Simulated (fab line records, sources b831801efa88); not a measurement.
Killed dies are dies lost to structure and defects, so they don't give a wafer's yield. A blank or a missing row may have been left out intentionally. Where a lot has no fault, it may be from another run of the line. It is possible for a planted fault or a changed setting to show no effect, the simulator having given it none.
Chamber matching ; flow gf180mcu ; GF_PASSIVATION_ETCH_11 on rie_diel-03 has 4 sister chambers
The step etches the open film in CF4/O2, stops on TiN, target depth 2040 nm, time 453.3 s. 14 wafers are shown with their chamber, then 7 later ones without.

WAFERS PAIRED WITH THEIR CHAMBERS
wafer;chamber;drypump_motor_current_A (A);oes_product_au (a.u.);throttle_valve_pct (%)
L549.1;1;5.3;0.993;5.975
L549.2;0;5.3;0.992;5.976
L549.6;1;5.4;0.995;5.974
L558.1;2;4.7;0.995;5.961
L558.2;3;6.1;0.989;5.948
L558.5;2;4.6;0.984;5.971
L560.1;0;5.3;0.994;5.969
L560.3;2;4.6;0.991;5.970
L560.4;3;6.0;0.997;5.966
L561.1;3;6.0;0.982;5.983
L561.3;1;5.4;1.001;5.969
L561.4;2;4.6;0.986;5.973
L567.1;2;4.7;0.990;5.964
L567.2;0;5.3;0.987;5.971

SIGNATURES (averages over the wafers above)
reading;chamber 0;chamber 1;chamber 2;chamber 3;scatter within a chamber
drypump_motor_current_A;5.300;5.367;4.640;6.033;0.0503
oes_product_au;0.99100;0.99633;0.98920;0.98933;0.00498
throttle_valve_pct;5.97200;5.97267;5.96780;5.96567;0.00873
Rule: for each reading, subtract the chamber's mean from the wafer's reading, divide by that reading's scatter and square the result; add these up over the readings and take the root, which gives the wafer's distance from the chamber. The wafer belongs to the nearest chamber; if the next one is less than 2 further off, it can't be placed. The scatter: take each reading less its chamber's mean, square it, sum over the shown wafers, divide by the number of wafers less the number of chambers, and take the root.

WAFERS MISSING THEIR CHAMBER
wafer;drypump_motor_current_A (A);oes_product_au (a.u.);throttle_valve_pct (%)
L567.4;5.4;0.990;5.976
L569.2;6.1;0.982;5.988
L569.3;4.7;0.984;5.965
L569.6;6.0;0.991;5.969
L570.1;5.3;0.986;5.965
L570.2;6.1;0.996;5.965
L570.3;4.7;0.989;5.958

THE CHAMBER EACH PASSED THROUGH
wafer;from the rows above;in truth
L567.4;can't be placed: 1 or 0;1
L569.2;3;3
L569.3;2;2
L569.6;3;3
L570.1;can't be placed: 0 or 1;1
L570.2;3;3
L570.3;2;2
5 of 7 placed correctly. Cannot be placed on the basis of these rows: 2; the candidates contain the true chamber in 2. Placed wrongly: 0.
